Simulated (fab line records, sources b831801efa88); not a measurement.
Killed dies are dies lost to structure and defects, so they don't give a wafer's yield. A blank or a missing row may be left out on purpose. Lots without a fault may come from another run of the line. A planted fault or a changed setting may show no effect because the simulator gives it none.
One fault seen from 2 desks | flow gf180mcu | each desk has only its own numbers; what lay behind them comes last

THE METROLOGY DESK
What the gauges read, lot by lot, whatever tool the lot ran on: means of the sampled wafers that have a number. A lot is out of limits, marked OUT, if its mean lies more than 4 standard deviations from the usual mean; the brackets give that distance.
Columns: A = NSD_OVL at GF_NSD_OVL_MEAS_08, usual 0.0 nm; B = NSD_TW at GF_NSD_TW_MEAS_12, usual 4245; C = PSD_TW at GF_PSD_TW_MEAS_11, usual 3177; D = PSD_RS at GF_PSD_RS_MEAS_15, usual 108.66 ohm/sq
lot  | first seen here | A    | B    | C              | D
L346 | day 13 21:43    | -2.8 | 4249 | 3156           | 108.78
L344 | day 14 00:22    | 0.1  | 4229 | 3175           | 109.25
L348 | day 14 04:28    | 0.7  | 4226 | 3173           | 108.47
L352 | day 15 00:54    | 0.9  | 4211 | 3182           | 108.42
L357 | day 16 21:09    | 0.5  | 4251 | 2959 (-12) OUT | 123.79 (+52) OUT
L358 | day 17 00:55    | 0.3  | 4201 | 2940 (-13) OUT | 123.95 (+53) OUT
L361 | day 18 08:55    | -1.8 | 4248 | 3196           | 108.70
L363 | day 19 04:43    | -0.7 | 4222 | 3175           | 108.36
L364 | day 19 19:54    | 0.5  | 4258 | 3178           | 108.54
L365 | day 20 01:52    | 0.9  | 4279 | 3152           | 108.88
L366 | day 20 11:34    | 1.0  | 4258 | 3150           | 108.74
This desk's finding: out of limits on L357, L358; first on L357, day 17 21:53 (PSD_TW at GF_PSD_TW_MEAS_11). In limits: L346, L344, L348, L352, L361, L363, L364, L365, L366.

THE TOOL OWNER'S DESK: implanter-02
The tool's own readings at GF_PSD_IMPLANT_09: means of the sampled wafers that have a number, for each lot that ran on this tool. A lot is out of limits, marked OUT, if its mean lies more than 4 standard deviations from the usual mean; the brackets give that distance.
Columns: A = beam_energy_keV at GF_PSD_IMPLANT_09, usual 40.000
lot  | first seen here | A
L346 | day 14 19:16    | 40.006
L344 | day 14 21:29    | 39.999
L352 | day 15 23:17    | 40.011
L357 | day 17 21:38    | 30.137 (-99 or more) OUT
L358 | day 18 02:44    | 30.157 (-99 or more) OUT
This desk's finding: out of limits on L357, L358; first on L357, day 17 21:38 (beam_energy_keV at GF_PSD_IMPLANT_09). In limits: L346, L344, L352.

PUT TOGETHER
The tool owner's desk could have raised an alarm at day 17 21:38, on L357, L358.
The metrology desk could have raised an alarm at day 17 21:53, on L357, L358.
Of the lots named, all ran GF_PSD_IMPLANT_09 on implanter-02.

WHAT THE SIMULATOR HAD PUT IN
Process parameter drift: implanter-02, from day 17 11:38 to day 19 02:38, at GF_PSD_IMPLANT_09. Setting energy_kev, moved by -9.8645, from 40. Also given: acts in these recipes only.
Lots struck among those shown: L357, L358.
Hours from the fault's start to each desk's first reading out of limits: the tool owner's desk, 10; the metrology desk, 10.
